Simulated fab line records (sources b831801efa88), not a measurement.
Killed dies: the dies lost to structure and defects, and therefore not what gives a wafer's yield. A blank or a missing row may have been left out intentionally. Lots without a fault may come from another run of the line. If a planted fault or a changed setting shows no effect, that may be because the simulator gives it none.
2 desks looking at one fault || flow sky130 || every desk sees just its own numbers, and what lay behind them comes last

== AT THE TOOL OWNER'S DESK: pvdSputter-01 ==
At SKY_METAL4_SPUTTER_01 (material TiN, target thk 20 nm, time 16.7 s) the tool's own readings: per lot run on this tool, the mean of the sampled wafers that have a number. The brackets show how far a lot's mean lies from the usual mean; more than 4 standard deviations puts the lot out of limits, marked OUT.
Columns: A = throttleValvePct at SKY_METAL4_SPUTTER_01, usual 29.7 %
{"lot": "L796", "first seen here": "day 39 11:23", "A": 30.2}
{"lot": "L801", "first seen here": "day 42 06:56", "A": 30.0}
{"lot": "L808", "first seen here": "day 43 13:59", "A": 30.3}
{"lot": "L810", "first seen here": "day 44 01:23", "A": 30.1}
This desk found nothing out of limits on any of the 4 lots.

== THE METROLOGY DESK ==
Lot by lot, what the gauges showed, no matter which tool ran the lot: averages of those sampled wafers that carry a number. The brackets show how far a lot's mean lies from the usual mean; more than 4 standard deviations puts the lot out of limits, marked OUT.
Columns: A = VIA3_W_RS at SKY_VIA3_RS_MEAS_22, usual 0.294 ohm/sq; B = VIA3_W_THK at SKY_VIA3_THK_MEAS_23, usual 394 nm
{"lot": "L796", "first seen here": "day 39 10:53", "A": 0.296, "B": 392}
{"lot": "L801", "first seen here": "day 42 06:27", "A": 0.294, "B": 397}
{"lot": "L808", "first seen here": "day 43 13:21", "A": 0.295, "B": 392}
{"lot": "L810", "first seen here": "day 44 00:20", "A": 0.291, "B": 396}
{"lot": "L817", "first seen here": "day 45 15:51", "A": 0.291, "B": 397}
{"lot": "L818", "first seen here": "day 45 22:32", "A": 0.291, "B": 395}
This desk found nothing out of limits on any of the 6 lots.

== ALL TOGETHER ==
The desk of the tool owner found nothing out of limits.
Metrology desk: nothing out of limits seen.

== WHAT THE SIMULATOR HAD PUT IN ==
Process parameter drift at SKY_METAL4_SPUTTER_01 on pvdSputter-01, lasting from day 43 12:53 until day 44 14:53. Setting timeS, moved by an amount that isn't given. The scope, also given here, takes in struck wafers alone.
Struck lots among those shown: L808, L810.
